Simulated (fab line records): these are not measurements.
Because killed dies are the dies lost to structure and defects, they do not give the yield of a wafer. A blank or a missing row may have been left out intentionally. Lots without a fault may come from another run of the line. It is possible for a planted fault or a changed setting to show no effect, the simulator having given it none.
fab line records    flow sky130
[record] lots = 10  wafers = 30  last_day = 50
route steps=708 shown CONTACT@424 METAL1@454 VIA1@481 METAL4@626 PAD_OPEN@708
lots with no fault: from the same line, run without faults
start_h: hours from the record's opening day to when the first of the lot's shown wafers began    wait_h: time in hours since the lot's previous step    " as in the row above    L1.1+2: one row covering several wafers at once    - no value, or no start was given    * or withheld: withheld    < > ~ a bound
route shown NAME@n: names a module that has steps shown in the file, with the first one's number in the route    usual: mean/standard deviation taken from wafers without a fault    same: alike in all rows    chamber/n: place in a boat    sites: the reading at each site    _std_site: standard deviation of those values    _edge_site: inner sites' mean taken away from outer sites' mean    radius_mm: how far each site lies from the wafer's centre    mask NAME#n: copy n    behind: the most recent tool/chamber to have shaped the wafer    hold: why the lot was held/for how many hours/how that ended    device: transistor that didn't switch, given as n, p or np    end of line: the same wafers' tests at the end of the route    for a step that has no rows: nothing shown but its recipe    killed: the dies lost at the first sort to structure and to defects; this is not the yield of the wafer    map: shows each die of a wafer: x if killed, . if not, _ if none is there
set.NAME: the run value of the setting; set.NAME@STEP: its run value at that earlier step    model.NAME: the simulator's own value behind a step, which no gauge read
a sample of lots followed through the steps of the route, with each step as a table and each wafer as a row
services: when a tool's chamber went out of use (start_h, in hours from the record's first day, below 0 if earlier), for how many hours, and the reason
[[steps]]
[step SKY_CONTACT_ETCH_18]
[recipe] target = Si3N4  chemistry = CHF3/O2  stop_on = TiN  source_w = 600  bias_w = 200  pressure_mtorr = 40  chf3_flow_sccm = 50  O2_flow_sccm = 5  time_s = 39  target_depth_a = 750
[usual] drypump_motor_current_A = 5.7/0.45  oes_product_au = 0.855/0.0078  throttle_valve_pct = 8.794/0.0096
lot.wafer  tool         chamber  start_h  wait_h  drypump_motor_current_A  oes_product_au  rf_hours_counter_h  throttle_valve_pct
L379.4     rie_diel-01  0        -        -       5.3                      0.850           12                  8.800
L379.5     "            3        "        "       6.3                      0.852           -                   8.795
L379.6     "            2        "        "       5.2                      0.864           -                   8.796
L381.1     rie_diel-04  1        -        -       5.1                      0.852           12                  8.787
L381.4     "            3        "        "       6.5                      0.865           21                  8.804
L381.5     "            2        "        "       5.6                      0.865           -                   8.802
L380.2     rie_diel-04  1        -        -       5.1                      0.841           13                  8.808
L380.5     "            1        "        "       5.2                      0.843           -                   8.786
L380.6     "            0        "        "       5.5                      0.850           -                   8.798
L388.3     rie_diel-02  0        -        -       5.4                      0.856           6                   8.784
L388.4     "            3        "        "       5.2                      0.853           4                   8.796
L388.5     "            0        "        "       5.4                      0.865           -                   8.797
L389.1     rie_diel-02  0        -        -       5.4                      0.849           6                   8.783
L389.3     "            2        "        "       6.5                      0.851           0                   8.791
L389.5     "            1        "        "       5.6                      0.855           -                   8.796
L393.1     rie_diel-02  0        -        -       5.4                      0.850           7                   8.804
L393.3     "            3        "        "       5.2                      0.862           5                   8.808
L393.5     "            0        "        "       5.4                      0.864           -                   8.792
L396.1     rie_diel-02  0        -        -       5.5                      0.863           8                   8.793
L396.2     "            1        "        "       5.6                      0.840           23                  8.778
L396.3     "            2        "        "       6.5                      0.855           2                   8.800
L398.1     rie_diel-02  1        -        -       5.6                      0.855           23                  8.795
L398.4     "            0        "        "       5.4                      0.862           8                   8.783
L398.6     "            2        "        "       6.5                      0.862           -                   8.777
L400.4     rie_diel-01  2        -        -       5.2                      0.873           18                  8.783
L400.5     "            2        "        "       5.3                      0.867           -                   8.783
L400.6     "            3        "        "       6.2                      0.858           -                   8.797
L402.1     rie_diel-04  0        -        -       5.5                      0.863           16                  8.797
L402.2     "            3        "        "       6.5                      0.851           27                  8.800
L402.4     "            2        "        "       5.6                      0.856           -                   8.806
[step SKY_METAL1_STRIP_20]
[recipe] chemistry = O2/N2  power_w = 1400  pressure_mtorr = 1500  platen_temp_c = withheld  o2_flow_sccm = 3000  n2_flow_sccm = 300  overash_fraction = 0.5
[usual] drypump_motor_current_A = 5.57/0.15  oes_product_au = 0.342/0.005  strip_time_to_endpoint_s = 2.70/0.04
[same] overash_fraction = 0.5
lot.wafer  tool             chamber  start_h  wait_h  drypump_motor_current_A  oes_product_au  rf_hours_counter_h  strip_time_to_endpoint_s
L379.4     plasma_asher-03  0        764.96   0.1     5.54                     0.338           -                   2.65
L379.5     "                1        "        "       5.57                     0.342           -                   2.63
L379.6     "                0        "        "       5.55                     0.342           -                   2.69
L381.1     plasma_asher-03  1        777.62   0.1     5.57                     0.348           33                  2.68
L381.4     "                0        "        "       5.57                     0.340           -                   2.68
L381.5     "                0        "        "       5.55                     0.339           -                   2.70
L380.2     plasma_asher-01  0        784.27   0.1     5.54                     0.353           4                   2.66
L380.5     "                1        "        "       5.54                     0.339           -                   2.67
L380.6     "                0        "        "       5.57                     0.337           -                   2.67
L388.3     plasma_asher-04  1        844.86   0.1     5.36                     0.342           -                   2.76
L388.4     "                0        "        "       5.87                     0.335           -                   2.71
L388.5     "                1        "        "       5.34                     0.349           -                   2.75
L389.1     plasma_asher-03  0        847.03   0.1     5.54                     0.343           39                  2.69
L389.3     "                0        "        "       5.54                     0.339           -                   2.70
L389.5     "                0        "        "       5.52                     0.335           -                   2.69
L393.1     plasma_asher-04  1        877.47   0.1     5.34                     0.342           77                  2.67
L393.3     "                0        "        "       5.83                     0.338           -                   2.65
L393.5     "                1        "        "       5.34                     0.344           -                   2.72
L396.1     plasma_asher-04  0        905.42   0.1     5.84                     0.335           80                  2.69
L396.2     "                1        "        "       5.35                     0.339           80                  2.67
L396.3     "                1        "        "       5.37                     0.338           -                   2.67
L398.1     plasma_asher-03  0        912.84   0.1     5.55                     0.345           46                  2.67
L398.4     "                1        "        "       5.58                     0.339           -                   2.63
L398.6     "                1        "        "       5.58                     0.340           -                   2.70
L400.4     plasma_asher-04  1        923.24   0.1     5.33                     0.346           -                   2.74
L400.5     "                1        "        "       5.36                     0.344           -                   2.74
L400.6     "                0        "        "       5.90                     0.350           -                   2.71
L402.1     plasma_asher-03  1        934.56   0.1     5.57                     0.340           48                  2.66
L402.2     "                0        "        "       5.54                     0.337           48                  2.66
L402.4     "                0        "        "       5.56                     0.348           -                   2.69
[step SKY_VIA1_THK_MEAS_23]
[recipe] thk_meas_gauge = xrf  reads = W_of_VIA1_CVD_21
[usual] VIA1_W_THK = 268/5.4
lot.wafer  tool           chamber  start_h  wait_h  VIA1_W_THK[nm]
L379.4     film_metro-01  -        794.85   0.1     266
L379.5     "              -        "        "       268
L379.6     "              -        "        "       268
L381.1     film_metro-04  -        806.07   0.1     268
L381.4     "              -        "        "       271
L381.5     "              -        "        "       271
L380.2     film_metro-04  -        813.54   0.1     268
L380.5     "              -        "        "       268
L380.6     "              -        "        "       279
L388.3     film_metro-03  -        872.95   0.1     264
L388.4     "              -        "        "       261
L388.5     "              -        "        "       268
L389.1     film_metro-03  -        875.22   0.1     261
L389.3     "              -        "        "       262
L389.5     "              -        "        "       260
L393.1     film_metro-04  -        905.43   0.1     265
L393.3     "              -        "        "       267
L393.5     "              -        "        "       268
L396.1     film_metro-01  -        932.25   0.1     267
L396.2     "              -        "        "       272
L396.3     "              -        "        "       271
L398.1     film_metro-03  -        940.21   0.1     274
L398.4     "              -        "        "       267
L398.6     "              -        "        "       278
L400.4     film_metro-03  -        950.45   0.1     261
L400.5     "              -        "        "       274
L400.6     "              -        "        "       264
L402.1     film_metro-01  -        962.16   0.1     277
L402.2     "              -        "        "       265
L402.4     "              -        "        "       278
[step SKY_METAL4_EXPOSE_10]
[recipe] mask_id = MM4  na = 0.68  source_shape = annular  sigma_inner = 0.4  sigma_outer = 0.8  target_cd_nm = 300  dose_mj = 28
lot.wafer   tool            chamber  start_h  wait_h  mask
L379.4+5+6  krf_scanner-01  0        968.78   -       MM4#0
L381.1+4+5  krf_scanner-02  0        980.06   -       MM4#0
L380.2+5+6  krf_scanner-01  0        988.67   -       MM4#0
L388.3+4+5  krf_scanner-02  0        1037.90  -       MM4#0
L389.1+3+5  krf_scanner-02  0        1040.67  -       MM4#0
L393.1+3+5  krf_scanner-01  0        1069.30  -       MM4#0
L396.1+2+3  krf_scanner-01  0        1091.53  -       MM4#0
L398.1+4+6  krf_scanner-01  0        1097.28  -       MM4#0
L400.4+5+6  krf_scanner-01  0        1105.57  -       MM4#0
L402.1+2+4  krf_scanner-02  0        1114.85  -       MM4#0
[step SKY_METAL4_CD_MEAS_13]
[recipe] target_cd_nm = 300
[usual] cd_nm = 300.3/1.6
lot.wafer  tool       chamber  start_h  wait_h  cd_nm
L379.4     cd_sem-02  -        980.34   -       299.7
L379.5     "          -        "        "       300.1
L379.6     "          -        "        "       298.4
L381.1     cd_sem-01  -        991.83   -       300.2
L381.4     "          -        "        "       300.7
L381.5     "          -        "        "       300.9
L380.2     cd_sem-02  -        1000.19  -       296.9
L380.5     "          -        "        "       297.3
L380.6     "          -        "        "       298.1
L388.3     cd_sem-02  -        1049.01  -       296.9
L388.4     "          -        "        "       297.4
L388.5     "          -        "        "       285.1
L389.1     cd_sem-01  -        1051.40  -       298.3
L389.3     "          -        "        "       296.7
L389.5     "          -        "        "       285.2
L393.1     cd_sem-02  -        1079.17  -       301.4
L393.3     "          -        "        "       300.2
L393.5     "          -        "        "       299.0
L396.1     cd_sem-02  -        1101.08  -       300.5
L396.2     "          -        "        "       301.5
L396.3     "          -        "        "       301.1
L398.1     cd_sem-02  -        1107.53  -       303.4
L398.4     "          -        "        "       302.9
L398.6     "          -        "        "       300.4
L400.4     cd_sem-02  -        1115.61  -       301.7
L400.5     "          -        "        "       300.7
L400.6     "          -        "        "       300.8
L402.1     cd_sem-02  -        1124.47  -       299.8
L402.2     "          -        "        "       301.5
L402.4     "          -        "        "       300.5
[step SKY_PAD_OPEN_PROBE_99]
[usual] defect_limited_yield = 82.5/2  killed_at_M0_to_M3 = 44/7  killed_at_M4_up = 3.0/1.7  killed_at_contacts = 24/5.2  killed_at_front_end = 15/4.8  killed_at_other = 0.2/0.56  killed_dies = 86/9.7  killed_on_rim = 17/4.1  killed_open = 47/7.1  killed_short = 39/6.3  sort_bin_3_pad_short = 0.9/0.4  sort_bin_5_function = 10.3/1.6  sort_bin_6_memory = 6.3/1.2  sort_n_pass = 406/9.7  sort_yield_pct = 82.5/2
[same] gross_dies = 492  killed_at_back_side = 0  sort_bin_4_leakage[%] = 0  sort_bin_8_speed[%] = 0
lot.wafer  tool       chamber  start_h  wait_h  defect_limited_yield[%]  killed_at_M0_to_M3  killed_at_M4_up  killed_at_contacts  killed_at_front_end  killed_at_other  killed_dies  killed_on_rim  killed_open  killed_short  sort_bin_3_pad_short[%]  sort_bin_5_function[%]  sort_bin_6_memory[%]  sort_n_pass  sort_yield_pct[%]
L380.2     prober-02  -        1096.88  0.1     82.7                     45                  2                24                  14                   0                85           18             48           37            0.4                      8.7                     8.1                   407          82.7
L380.5     prober-02  -        1097.03  0.2     81.7                     46                  4                20                  19                   1                90           22             46           43            1.0                      10.4                    6.9                   402          81.7
L380.6     prober-02  -        1097.08  0.2     83.1                     47                  4                24                  8                    0                83           16             43           40            1.4                      10.6                    4.9                   409          83.1
L388.3     prober-01  -        1139.51  0.2     84.3                     39                  1                23                  14                   0                77           12             39           38            0                        9.8                     5.9                   415          84.3
L388.4     prober-01  -        1139.56  0.2     85.4                     35                  1                19                  17                   0                72           10             36           36            1.0                      6.9                     6.7                   420          85.4
L388.5     prober-01  -        1139.61  0.2     81.3                     42                  1                21                  28                   0                92           12             44           48            1.4                      10.2                    7.1                   400          81.3
L389.1     prober-02  -        1141.12  0.1     82.7                     46                  4                23                  12                   0                85           17             39           46            1.2                      11.2                    4.9                   407          82.7
L389.3     prober-02  -        1141.22  0.2     80.7                     44                  8                21                  22                   0                95           22             48           46            1.0                      9.1                     9.1                   397          80.7
L389.5     prober-02  -        1141.32  0.2     85.8                     34                  4                25                  7                    0                70           17             37           33            1.2                      6.7                     6.3                   422          85.8
// killed by level:class
L380.2 VIA1:geometric_particle:open=10 CONTACT:geometric_particle:open=9 METAL2:geometric_particle:short=8 LI_CONTACT:geometric_particle:open=7 VIA3:geometric_particle:open=6 POLY_GATE:geometric_particle:open=5 CONTACT:geometric_particle:short=5 VIA2:geometric_particle:open=5
L380.5 CONTACT:geometric_particle:open=11 VIA1:geometric_particle:open=10 POLY_GATE:geometric_particle:short=7 VIA1:geometric_particle:short=7 POLY_GATE:geometric_particle:open=6 VIA2:geometric_particle:open=6 METAL2:geometric_particle:short=5 VIA2:geometric_particle:short=5
L380.6 VIA1:geometric_particle:open=10 LI_CONTACT:geometric_particle:open=9 LI_CONTACT:geometric_particle:short=5 CONTACT:geometric_particle:open=5 METAL1:geometric_particle:short=5 VIA1:geometric_particle:short=5 METAL2:geometric_particle:short=5 METAL1:geometric_particle:open=4
L388.3 CONTACT:geometric_particle:open=11 VIA1:geometric_particle:open=7 VIA3:geometric_particle:open=6 LI_CONTACT:geometric_particle:open=5 VIA1:geometric_particle:short=5 METAL2:geometric_particle:short=5 POLY_GATE:geometric_particle:short=4 METAL1:geometric_particle:short=4
L388.4 CONTACT:geometric_particle:open=9 VIA1:geometric_particle:open=6 FIELD_ISO:geometric_particle:short=5 LOCAL_INTERCONNECT:geometric_particle:short=5 VIA2:geometric_particle:short=5 FIELD_ISO:geometric_particle:open=4 POLY_GATE:geometric_particle:open=4 METAL1:geometric_particle:short=4
L388.5 VIA1:geometric_particle:open=11 FIELD_ISO:geometric_particle:short=8 FIELD_ISO:geometric_particle:open=7 METAL2:geometric_particle:short=7 POLY_GATE:geometric_particle:open=6 LOCAL_INTERCONNECT:geometric_particle:short=6 METAL1:geometric_particle:short=6 CONTACT:geometric_particle:open=5
L389.1 VIA2:geometric_particle:open=11 METAL1:geometric_particle:short=10 VIA1:geometric_particle:short=7 LOCAL_INTERCONNECT:geometric_particle:short=6 LI_CONTACT:geometric_particle:open=5 FIELD_ISO:geometric_particle:open=4 CONTACT:geometric_particle:open=4 LI_CONTACT:geometric_particle:short=4
L389.3 VIA1:geometric_particle:open=12 FIELD_ISO:geometric_particle:short=10 CONTACT:geometric_particle:open=9 VIA3:geometric_particle:open=7 METAL4:geometric_particle:short=6 VIA1:geometric_particle:short=5 CONTACT:geometric_particle:short=4 VIA2:geometric_particle:open=4
L389.5 METAL1:geometric_particle:short=8 VIA1:geometric_particle:open=8 CONTACT:geometric_particle:short=7 CONTACT:geometric_particle:open=7 LI_CONTACT:geometric_particle:open=5 VIA2:geometric_particle:open=5 METAL4:geometric_particle:short=4 SPACER:geometric_particle:open=3
[[services]]
tool             chamber  start_h  hours  kind
krf_scanner-02   -        733.01   1.3    pm
plasma_asher-04  -        733.33   7.1    repair
krf_scanner-01   -        774.27   0.6    repair
krf_scanner-02   -        816.80   0.8    pm
krf_scanner-01   -        817.60   1.0    pm
plasma_asher-03  -        827.67   14.6   pm
krf_scanner-02   -        840.19   2.0    repair
krf_scanner-01   -        852.24   1.3    pm
krf_scanner-01   -        854.40   0.8    pm
krf_scanner-02   -        857.36   3.6    pm
krf_scanner-02   -        862.21   1.0    pm
rie_diel-02      2        868.05   2.7    repair
rie_diel-02      -        869.02   0.4    repair
krf_scanner-01   -        875.76   4.0    pm
krf_scanner-02   -        883.22   6.6    repair
krf_scanner-02   -        909.01   1.3    pm
rie_diel-02      3        952.31   7.9    repair
plasma_asher-03  -        959.30   0.5    repair
krf_scanner-01   -        987.65   1.0    pm
krf_scanner-01   -        1001.31  2.3    repair
krf_scanner-01   -        1023.20  0.8    pm
krf_scanner-01   -        1028.14  1.3    pm
krf_scanner-01   -        1107.85  0.1    repair
krf_scanner-01   -        1112.34  3.6    pm
[[key]]
[first_sign] step = SKY_METAL4_CD_MEAS_13  reading = cd_nm  direction = down  sigmas = 9.4  usual = 300.3  struck = 285.2
effect none on later readings
met_at SKY_METAL4_EXPOSE_10
struck_lots L388,L389
struck_wafers L388.5,L389.5
not_acting_at SKY_CONTACT_ETCH_18,SKY_METAL1_STRIP_20,SKY_VIA1_THK_MEAS_23
onset_between 980.06 1037.90
[fault] kind = process_parameter_drift  tool = krf_scanner-02  chamber = -  onset_h = 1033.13  steps = SKY_METAL4_EXPOSE_10  channel = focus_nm  offset = 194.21  shape = step  end_h = 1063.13  scope = struck_wafers_only
